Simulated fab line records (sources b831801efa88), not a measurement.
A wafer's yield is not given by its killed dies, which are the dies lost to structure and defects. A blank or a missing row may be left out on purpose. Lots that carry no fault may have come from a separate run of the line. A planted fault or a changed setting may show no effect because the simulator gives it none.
Split-lot experiment || flow gf180mcu || 23 wafers read from 5 lots, route of 602 steps

== ABOUT THE SPLIT ==
At GF_PASSIVATION_STRIP_12 (strips in O2/N2), the setting power w was moved away from the recipe's 1400 W on 5 of the 23 wafers read, by -9.5% to +9.4%. All remaining wafers had this setting at the recipe value.

The reading is taken at the split's own step.

== THE READING ==
oes product au, in a.u., at GF_PASSIVATION_STRIP_12 (strips in O2/N2). A value of 0.719 a.u. with a standard deviation of 0.0042 a.u. is what fault-free wafers of this fab line usually give.

{"wafer": "L075.1", "tool, chamber at the split": "plasma asher-02, 0", "power w as run, W": 1400, "against the recipe": "recipe", "oes product au, a.u.": 0.717, "against lot-mates on the recipe": "-"}
{"wafer": "L075.2", "tool, chamber at the split": "plasma asher-02, 1", "power w as run, W": 1400, "against the recipe": "recipe", "oes product au, a.u.": 0.716, "against lot-mates on the recipe": "-"}
{"wafer": "L075.3", "tool, chamber at the split": "plasma asher-02, 0", "power w as run, W": 1400, "against the recipe": "recipe", "oes product au, a.u.": 0.717, "against lot-mates on the recipe": "-"}
{"wafer": "L075.5", "tool, chamber at the split": "plasma asher-02, 1", "power w as run, W": 1400, "against the recipe": "recipe", "oes product au, a.u.": 0.717, "against lot-mates on the recipe": "-"}
{"wafer": "L075.6", "tool, chamber at the split": "plasma asher-02, 0", "power w as run, W": 1400, "against the recipe": "recipe", "oes product au, a.u.": 0.726, "against lot-mates on the recipe": "-"}
{"wafer": "L076.1", "tool, chamber at the split": "plasma asher-02, 1", "power w as run, W": 1400, "against the recipe": "recipe", "oes product au, a.u.": 0.725, "against lot-mates on the recipe": "-"}
{"wafer": "L076.2", "tool, chamber at the split": "plasma asher-02, 0", "power w as run, W": 1400, "against the recipe": "recipe", "oes product au, a.u.": 0.721, "against lot-mates on the recipe": "-"}
{"wafer": "L076.3", "tool, chamber at the split": "plasma asher-02, 0", "power w as run, W": 1400, "against the recipe": "recipe", "oes product au, a.u.": 0.718, "against lot-mates on the recipe": "-"}
{"wafer": "L076.5", "tool, chamber at the split": "plasma asher-02, 1", "power w as run, W": 1400, "against the recipe": "recipe", "oes product au, a.u.": 0.718, "against lot-mates on the recipe": "-"}
{"wafer": "L076.6", "tool, chamber at the split": "plasma asher-02, 0", "power w as run, W": 1400, "against the recipe": "recipe", "oes product au, a.u.": 0.719, "against lot-mates on the recipe": "-"}
{"wafer": "L079.1", "tool, chamber at the split": "plasma asher-02, 1", "power w as run, W": 1400, "against the recipe": "recipe", "oes product au, a.u.": 0.717, "against lot-mates on the recipe": "-"}
{"wafer": "L079.2", "tool, chamber at the split": "plasma asher-02, 0", "power w as run, W": 1532, "against the recipe": "+9.4%", "oes product au, a.u.": 0.767, "against lot-mates on the recipe": "+0.048"}
{"wafer": "L079.3", "tool, chamber at the split": "plasma asher-02, 0", "power w as run, W": 1400, "against the recipe": "recipe", "oes product au, a.u.": 0.721, "against lot-mates on the recipe": "-"}
{"wafer": "L079.4", "tool, chamber at the split": "plasma asher-02, 1", "power w as run, W": 1532, "against the recipe": "+9.4%", "oes product au, a.u.": 0.764, "against lot-mates on the recipe": "+0.045"}
{"wafer": "L079.5", "tool, chamber at the split": "plasma asher-02, 0", "power w as run, W": 1400, "against the recipe": "recipe", "oes product au, a.u.": 0.720, "against lot-mates on the recipe": "-"}
{"wafer": "L080.1", "tool, chamber at the split": "plasma asher-04, 1", "power w as run, W": 1400, "against the recipe": "recipe", "oes product au, a.u.": 0.713, "against lot-mates on the recipe": "-"}
{"wafer": "L080.2", "tool, chamber at the split": "plasma asher-04, 0", "power w as run, W": 1400, "against the recipe": "recipe", "oes product au, a.u.": 0.720, "against lot-mates on the recipe": "-"}
{"wafer": "L080.6", "tool, chamber at the split": "plasma asher-04, 0", "power w as run, W": 1400, "against the recipe": "recipe", "oes product au, a.u.": 0.718, "against lot-mates on the recipe": "-"}
{"wafer": "L085.1", "tool, chamber at the split": "plasma asher-03, 1", "power w as run, W": 1267, "against the recipe": "-9.5%", "oes product au, a.u.": 0.686, "against lot-mates on the recipe": -0.031}
{"wafer": "L085.2", "tool, chamber at the split": "plasma asher-03, 0", "power w as run, W": 1400, "against the recipe": "recipe", "oes product au, a.u.": 0.721, "against lot-mates on the recipe": "-"}
{"wafer": "L085.4", "tool, chamber at the split": "plasma asher-03, 1", "power w as run, W": 1267, "against the recipe": "-9.5%", "oes product au, a.u.": 0.678, "against lot-mates on the recipe": -0.039}
{"wafer": "L085.5", "tool, chamber at the split": "plasma asher-03, 1", "power w as run, W": 1267, "against the recipe": "-9.5%", "oes product au, a.u.": 0.679, "against lot-mates on the recipe": -0.038}
{"wafer": "L085.6", "tool, chamber at the split": "plasma asher-03, 0", "power w as run, W": 1400, "against the recipe": "recipe", "oes product au, a.u.": 0.714, "against lot-mates on the recipe": "-"}

FIT RESULTS
A straight line over all 23 wafers: oes product au changes by +0.00439 a.u. for each +1% of power w; r = +0.98; the points scatter about the line by 0.0038 a.u.
The same after taking each lot's own level away (the mean of its wafers on the recipe; 23 wafers): +0.00428 a.u. for each +1%; r = +0.98; scatter 0.0038 a.u.
Per that fit: largest power w move, reading shift of 0.041 a.u.
Measured against the standard deviation above, the lots' own levels, which go from 0.7170 to 0.7202 a.u., span 0.8 times it.
Consequently the slope shifts little with the lot-to-lot level, the two slopes agreeing.
Check: with one of the wafers moved furthest among these (-9.5%) left out of the fit, the line predicts -0.0421 a.u. for it against its lot-mates. Against them it came out at -0.0315 a.u.
Tool readings at the split's step, against how far the setting was moved: oes product au r = +0.98; strip time to endpoint s r = -0.99.

== OTHER SPLITS ON THESE WAFERS ==
Other splits were also applied to these wafers ahead of the reading. Each is held against what the fit with the lots' levels taken away leaves over:
{"other split on the same wafers": "GF_PASSIVATION_SOFTBAKE_07 temp c", "wafers away from the commonest value": 6, "r with oes product au (lot level and that fit taken away)": "+0.01"}

== THE WHOLE CHAIN: every reading that the file lists as answering this split, in the file's order ==
{"step": "GF_PASSIVATION_STRIP_12", "what it does": "strips in O2/N2", "reading": "oes product au", "change (the file's fit)": "+0.00435 a.u. for each +1% of the setting", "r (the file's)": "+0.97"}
{"step": "GF_PASSIVATION_STRIP_12", "what it does": "strips in O2/N2", "reading": "strip time to endpoint s", "change (the file's fit)": "withheld for each +1% of the setting", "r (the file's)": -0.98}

== FILE'S OWN FIT ==
oes product au changes by +0.00435 a.u. for each +1% of power w, r = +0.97.
